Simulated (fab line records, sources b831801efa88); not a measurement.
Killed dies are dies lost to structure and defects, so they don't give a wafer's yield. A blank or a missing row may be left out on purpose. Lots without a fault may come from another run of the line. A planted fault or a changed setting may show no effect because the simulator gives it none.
Problem report in the 8D (eight disciplines) form, filled by code | flow gf180mcu | the parts of the form that need people (team, actions taken, sign-off) are left out

1. THE PROBLEM
cd_nm at GF_TOP_METAL_CD_MEAS_14 reads a mean of 454.9 nm on 6 wafers of 2 lots; wafers without a fault read 439.8 nm with a standard deviation of 2.3. That is +6.5 standard deviations from the usual mean.
The step: target cd 440 nm.
First seen on wafer L125.2, day 32 15:49, on cd_sem-02. The record holds 36 wafers of 12 lots with a number at this step. Rule for "out", or "out of limits": more than 4 standard deviations from the usual mean. The other wafers with a number count as sound.

2. WHAT IT IS AND WHAT IT IS NOT
question                    | is                     | is not
which readings at this step | cd_nm                  | -
which lots                  | L125, L127             | L110, L111, L114, L115, L116, L117, L126, L129, L130, L133
which wafers of those lots  | all that have a number | -
read on which gauges        | cd_sem-01, cd_sem-02   | -
when                        | from day 32 15:49      | up to then (21 sound wafers); but 9 sound wafers of L129, L130, L133 came after

3. SUSPECTS, AND WHAT RULES EACH OUT
Counting: a tool at a process step up to the reading stays a suspect if it ran every lot that is out and no sound lot after the first of them.
- the gauge at GF_TOP_METAL_CD_MEAS_14: ruled out. The wafers that are out were read on 2 gauges (cd_sem-01, cd_sem-02).
- iline_stepper-02 at GF_TOP_METAL_EXPOSE_11 (exposes mask MetalTop, target cd 440 nm): kept. It ran every lot that is out, first L125 (day 32 08:55), and no sound lot after that; its last sound lot up to then is L116 (day 29 20:35). Its own readings are out on those wafers: exposure_dose_mJ_cm2.
Left after counting: iline_stepper-02 at GF_TOP_METAL_EXPOSE_11.

4. THE CAUSE (what the simulator had put in)
Process parameter drift: iline_stepper-02, from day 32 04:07 on, at GF_TOP_METAL_EXPOSE_11. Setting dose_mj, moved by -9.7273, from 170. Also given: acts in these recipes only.
Counting left only this tool.

5. THE CHAIN OF EFFECTS, in route order
Each row: a reading whose mean over the struck wafers that have a number lies more than 3 standard deviations from the usual. Only readings for which the record gives a usual standard deviation are gone through. hours: the time from each lot's start at the first step in this table that gives one to its start at this step, as a median over the lots. sigmas: the change in usual standard deviations.
hours | step                    | reading              | usual    | on struck wafers | change | sigmas
0     | GF_TOP_METAL_EXPOSE_11  | exposure_dose_mJ_cm2 | 170.02   | 161.34           | -8.68  | -48
8     | GF_TOP_METAL_CD_MEAS_14 | cd_nm                | 439.8 nm | 454.9            | +15.1  | +6.5
28    | GF_PASSIVATION_PROBE_99 | killed_at_contacts   | 6.1      | 17.0             | +10.9  | +4.4
The process steps in it:
- GF_TOP_METAL_EXPOSE_11: exposes mask MetalTop, target cd 440 nm.
- GF_PASSIVATION_PROBE_99
Later measuring or inspecting steps at which every struck wafer that the step has a row for has a number for every such reading, and none has moved that far: GF_PASSIVATION_BOW_MEAS_14.

6. WHAT WOULD HAVE CAUGHT IT SOONER
In this record the first reading out of limits at a measuring or inspecting step was taken at day 32 15:49, 12 hours after the fault began at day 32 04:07.
The tool's own readings at GF_TOP_METAL_EXPOSE_11 were out on every struck wafer that the step has a row for (exposure_dose_mJ_cm2): an alarm limit on them would have fired on the first of those.
Of the lots that are out (2), L127 began GF_TOP_METAL_EXPOSE_11 on iline_stepper-02 after day 32 15:49. A hold on the tool at that time would have spared it.
